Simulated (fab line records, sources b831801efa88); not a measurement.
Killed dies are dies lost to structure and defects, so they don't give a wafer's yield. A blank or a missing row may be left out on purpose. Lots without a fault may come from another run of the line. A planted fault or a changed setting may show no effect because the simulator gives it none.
Which tool did it? | flow gf180mcu | 13 lots, 39 wafers sampled, at 5 steps of a route of 602

WHAT THE GAUGES READ, wafer by wafer
GF_M2_CD_MEAS_14: target cd 280 nm.
lot  | measured     | on        | cd_nm (nm)
L717 | day 19 04:45 | cd_sem-02 | 281.6 281.1 281.9
L719 | day 20 01:58 | cd_sem-02 | 282.0 281.6 282.3
L720 | day 20 11:04 | cd_sem-02 | 276.3 279.6 278.4
L721 | day 20 19:38 | cd_sem-02 | 278.8 278.6 280.2
L722 | day 21 07:19 | cd_sem-02 | 278.2 278.6 278.5
L723 | day 21 14:49 | cd_sem-02 | 278.9 279.6 278.7
L724 | day 22 08:04 | cd_sem-02 | 278.4 279.4 278.3
L725 | day 22 13:17 | cd_sem-01 | 279.9 280.1 280.4
L735 | day 25 17:01 | cd_sem-02 | 279.3 279.2 278.9
L736 | day 25 20:56 | cd_sem-01 | 281.7 280.3 281.0
L738 | day 26 14:52 | cd_sem-01 | 279.6 279.5 278.7
L739 | day 26 21:28 | cd_sem-02 | 282.0 281.1 280.3
L740 | day 27 02:32 | cd_sem-02 | 280.7 279.4 280.5

GF_M3_THK_MEAS_06: measures by xrf.
lot  | measured     | on            | M3_ALCU_THK (nm)
L717 | day 20 08:28 | film_metro-03 | 448 446 446
L719 | day 21 05:14 | film_metro-04 | 446 453 453
L720 | day 21 14:19 | film_metro-04 | 450 454 450
L721 | day 21 22:51 | film_metro-04 | 439 453 446
L722 | day 22 09:32 | film_metro-03 | 450 451 458
L723 | day 22 17:55 | film_metro-03 | 436 437 440
L724 | day 23 10:50 | film_metro-04 | 448 444 442
L725 | day 23 15:05 | film_metro-04 | 450 449 453
L735 | day 26 17:40 | film_metro-03 | 450 449 450
L736 | day 26 21:17 | film_metro-03 | 451 450 449
L738 | day 27 14:02 | film_metro-03 | 453 456 455
L739 | day 27 20:53 | film_metro-04 | 453 438 436
L740 | day 28 02:09 | film_metro-04 | 445 451 444

GF_M3_OVL_MEAS_15.
lot  | measured     | on         | M3_OVL (nm)
L717 | day 21 08:35 | overlay-02 | 4 -5 -3
L719 | day 22 04:49 | overlay-01 | 4 -1 9
L720 | day 22 14:20 | overlay-02 | -2 2 4
L721 | day 22 22:50 | overlay-01 | 3 -4 4
L722 | day 23 09:22 | overlay-01 | 2 11 -3
L723 | day 23 17:07 | overlay-02 | -5 -15 -3
L724 | day 24 09:22 | overlay-01 | -4 -2 -4
L725 | day 24 13:17 | overlay-02 | -4 -5 4
L735 | day 27 13:52 | overlay-01 | 95 89 87
L736 | day 27 16:40 | overlay-01 | 79 80 87
L738 | day 28 09:20 | overlay-02 | 0 6 10
L739 | day 28 16:35 | overlay-01 | -6 -10 -3
L740 | day 28 21:39 | overlay-01 | 0 -3 1

WHICH TOOL RAN EACH LOT (tool, then ch and the chambers of the sampled wafers, then the start)
lot  | GF_M3_SPUTTER_02             | GF_M3_EXPOSE_11
L717 | pvd_sputter-04, day 20 08:13 | krf_scanner-01 ch 0, day 20 20:13
L719 | pvd_sputter-04, day 21 05:01 | krf_scanner-02 ch 0, day 21 16:46
L720 | pvd_sputter-04, day 21 14:05 | krf_scanner-01 ch 0, day 22 02:22
L721 | pvd_sputter-02, day 21 22:37 | krf_scanner-02 ch 0, day 22 11:14
L722 | pvd_sputter-04, day 22 09:19 | krf_scanner-01 ch 0, day 22 21:37
L723 | pvd_sputter-04, day 22 17:41 | krf_scanner-02 ch 0, day 23 05:52
L724 | pvd_sputter-04, day 23 10:37 | krf_scanner-02 ch 0, day 23 22:04
L725 | pvd_sputter-01, day 23 14:53 | krf_scanner-02 ch 0, day 24 02:08
L735 | pvd_sputter-01, day 26 17:27 | krf_scanner-02 ch 0, day 27 03:57
L736 | pvd_sputter-02, day 26 21:03 | krf_scanner-02 ch 0, day 27 07:19
L738 | pvd_sputter-01, day 27 13:49 | krf_scanner-01 ch 0, day 27 23:59
L739 | pvd_sputter-02, day 27 20:40 | krf_scanner-01 ch 0, day 28 07:17
L740 | pvd_sputter-04, day 28 01:56 | krf_scanner-01 ch 0, day 28 11:50
- GF_M3_SPUTTER_02: material AlCu, target thk 450 nm, time 23.9 s.
- GF_M3_EXPOSE_11: exposes mask Metal3, target cd 280 nm.

WHAT THE TOOLS THEMSELVES READ (means of the sampled wafers that have a number; where no wafer has one, the mark that the record gives instead)
GF_M3_SPUTTER_02.
lot  | tool           | throttle_valve_pct (%)
L717 | pvd_sputter-04 | 30.0
L719 | pvd_sputter-04 | 30.2
L720 | pvd_sputter-04 | 30.7
L721 | pvd_sputter-02 | 29.4
L722 | pvd_sputter-04 | 30.6
L723 | pvd_sputter-04 | 30.1
L724 | pvd_sputter-04 | 30.0
L725 | pvd_sputter-01 | 30.0
L735 | pvd_sputter-01 | 29.7
L736 | pvd_sputter-02 | 27.8
L738 | pvd_sputter-01 | 29.8
L739 | pvd_sputter-02 | 29.9
L740 | pvd_sputter-04 | 30.2

GF_M3_EXPOSE_11.
lot  | tool           | exposure_dose_mJ_cm2
L717 | krf_scanner-01 | 27.96
L719 | krf_scanner-02 | 27.95
L720 | krf_scanner-01 | 27.96
L721 | krf_scanner-02 | 27.99
L722 | krf_scanner-01 | 27.88
L723 | krf_scanner-02 | 28.00
L724 | krf_scanner-02 | 27.93
L725 | krf_scanner-02 | 27.95
L735 | krf_scanner-02 | 27.92
L736 | krf_scanner-02 | 27.97
L738 | krf_scanner-01 | 27.95
L739 | krf_scanner-01 | 27.96
L740 | krf_scanner-01 | 27.94

THE ANSWER, worked out from the rows above alone
Rule: what is usual is taken from the lots themselves. Put in order of their means at a reading, lots are off if they are a third of the lots or fewer, leave a main group of 4 or more, and stand apart from it by a gap of 3 or more times the standard deviation of the main group's means; of several such gaps the widest counts. A main group whose means are all the same, to the digits that the tables above print for the reading, isn't used. A lot without any number at a reading at which 4 lots or more have one is off too. The other lots that the step has rows for count as sound. The gauges are gone through in route order, then the tools' own readings, and for those a lot's mean is taken as printed above. The first step at which some lot is off is used, and at that step the reading that is off furthest; a lot without a number counts as furthest.
Off: L735, L736, at GF_M3_OVL_MEAS_15 (M3_OVL). The main group: mean -1 nm, standard deviation 3.9.
A tool fits if, at a process step before that reading, it ran every lot that is off, and no sound lot after the first of them. The gauges at GF_M3_OVL_MEAS_15 are tried like those tools. One fits: krf_scanner-02 at GF_M3_EXPOSE_11. Its last sound lot is L725 (day 24 02:08), its first lot that is off L735 (day 27 03:57): a fault that began between those two fits.

WHAT THE SIMULATOR HAD PUT IN
Scanner matching overlay: krf_scanner-02, from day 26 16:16 on, at GF_M3_EXPOSE_11. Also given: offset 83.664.
Lots struck among those shown: L735, L736. The rule above found the same.
